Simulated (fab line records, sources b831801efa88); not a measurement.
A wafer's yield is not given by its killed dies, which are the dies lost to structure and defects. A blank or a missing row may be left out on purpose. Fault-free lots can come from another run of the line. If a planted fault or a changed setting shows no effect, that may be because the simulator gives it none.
Struck lot and sound lot, side by side    flow sky130    17 out of 708 route steps
Sound: wafers L321.3, L321.4, L321.5. Struck: wafer L339.4. (L339.1, L339.5 of the same lot were not struck and are left out.) The cause comes at the end.
Each step with rows lists, per side, the tool, then ch with its chambers, then its first start. Under that, the readings that differ: sound wafers    struck wafers    difference of the means    sigmas: that difference in standard deviations of wafers without a fault.
alike: words and numbers the same on both sides, and readings whose means are apart by under 2 such deviations; not compared: readings that were withheld, readings missing a value for some wafer, numbers with overlapping values and no deviation given by the record, and bounds like >300 which may hide the same value.
The two part at a step that has a row with sigmas, a row that says differs or no value, or rows on one side only. Non-overlapping numbers with no deviation appear without sigmas and do not part them. A reading that every wafer of one side lacks parts them only if that side has two wafers or more.

first, 1 step without rows for these wafers: SKY_FIELD_ISO_DEVELOP_12 (develop time 60 s).
SKY_FIELD_ISO_CD_MEAS_13: the cd target is 150 nm.
  struck on cdSem-02, day 7 05:52; sound on cdSem-01, day 3 11:45
  alike: cdNm
SKY_FIELD_ISO_ETCH_14: etches BARC in N2/H2, stops on SiO2, time 45.9 s, target depth 60 nm.
  sound on rieDiel-04 ch 0,2, day 3 11:50; struck on rieDiel-02 ch 3, day 7 05:59
reading               sound                 struck  difference  sigmas
throttleValvePct (%)  13.219 13.220 13.216  13.240  +0.022      +2
  alike: drypumpMotorCurrentA, oesProductAu
  not compared: rfHoursCounterH
SKY_FIELD_ISO_ETCH_15: etches the open film in CHF3/O2, stops on Si, target depth 180 nm, time 72 s.
  sound on rieDiel-04 ch 0,2, day 3 11:53; struck on rieDiel-02 ch 3, day 7 06:02
  alike: drypumpMotorCurrentA, oesProductAu, throttleValvePct
  not compared: rfHoursCounterH
SKY_FIELD_ISO_STRIP_16: strips in O2/N2.
  sound on plasmaAsher-01 ch 0,1, day 3 11:58; struck on plasmaAsher-02 ch 0, day 7 06:05
reading                   sound        struck  difference  sigmas
drypumpMotorCurrentA (A)  5.8 4.9 5.8  6.7     +1.2        +2
  alike: oesProductAu, stripTimeToEndpointS
  not compared: rfHoursCounterH
SKY_FIELD_ISO_ETCH_17: etches Si in HBr/Cl2/O2, target depth 342 nm, time 97.7 s.
  sound on rieSi-02 ch 2,3, day 3 12:02; struck on rieSi-02 ch 0, day 7 06:11
  alike: drypumpMotorCurrentA, mfcCl2Sccm, oesProductAu, throttleValvePct
  not compared: rfHoursCounterH
then, 5 steps without rows for these wafers: SKY_FIELD_ISO_WET_ETCH_18 (etches Si3N4 in H3PO4, target depth 25 nm, time 286 s); SKY_FIELD_ISO_CLEAN_19 (cleans in SC1/SC2, time 150 s); SKY_FIELD_ISO_CLEAN_20 (cleans in dHF, time 20 s); SKY_FIELD_ISO_WET_ETCH_21 (etches SiO2 in dHF, target depth 20 nm, time 400 s); SKY_FIELD_ISO_OXIDATION_22 (stabilise 600 s, purge 300 s, target thk 10 nm).
SKY_FIELD_ISO_THK_MEAS_23:
  struck on filmMetro-03, day 7 08:08; sound on filmMetro-02, day 3 14:25
  alike: FIELD_ISO_OXIDATION_01_THK
SKY_FIELD_ISO_CVD_24: deposits SiO2, target thk 595 nm, time 99.2 s.
  sound on hdpcvd-02 ch 0,1,2, day 3 14:28; struck on hdpcvd-01 ch 1, day 7 08:12
reading                                    sound              struck  difference  sigmas
model.SiO2_of_FIELD_ISO_CVD_24.thkNm (nm)  602.2 593.7 592.4  819.5   +223.4      
  alike: susceptorTempC
SKY_FIELD_ISO_THK_MEAS_25:
  struck on filmMetro-04, day 7 08:30; sound on filmMetro-04, day 3 14:33
reading                    sound        struck  difference  sigmas
FIELD_ISO_CVD_24_THK (nm)  602 593 592  820     +224        +29
  not compared: hold
SKY_FIELD_ISO_CMP_27: polishes, stops on Si3N4, t overpolish 16 s, target thk 457.8 nm.
  sound on cmp-02 ch 1,3, day 3 19:55; struck on cmp-02 ch 3, day 7 11:49
reading              sound        struck  difference  sigmas
timeToEndpointS (s)  116 118 119  159     +41         +12
  alike: motorCurrentA, retainingRingPressureFrac
then, 2 steps without rows for these wafers: SKY_FIELD_ISO_WET_ETCH_28 (etches SiO2 in dHF, target depth 23.7 nm, time 47 s); SKY_PAD_OPEN_PROBE_99.

== WHERE THEY PART ==
Last at SKY_FIELD_ISO_CMP_27 as far as this record goes, first at SKY_FIELD_ISO_ETCH_14.

WHY: what had been put in by the simulator
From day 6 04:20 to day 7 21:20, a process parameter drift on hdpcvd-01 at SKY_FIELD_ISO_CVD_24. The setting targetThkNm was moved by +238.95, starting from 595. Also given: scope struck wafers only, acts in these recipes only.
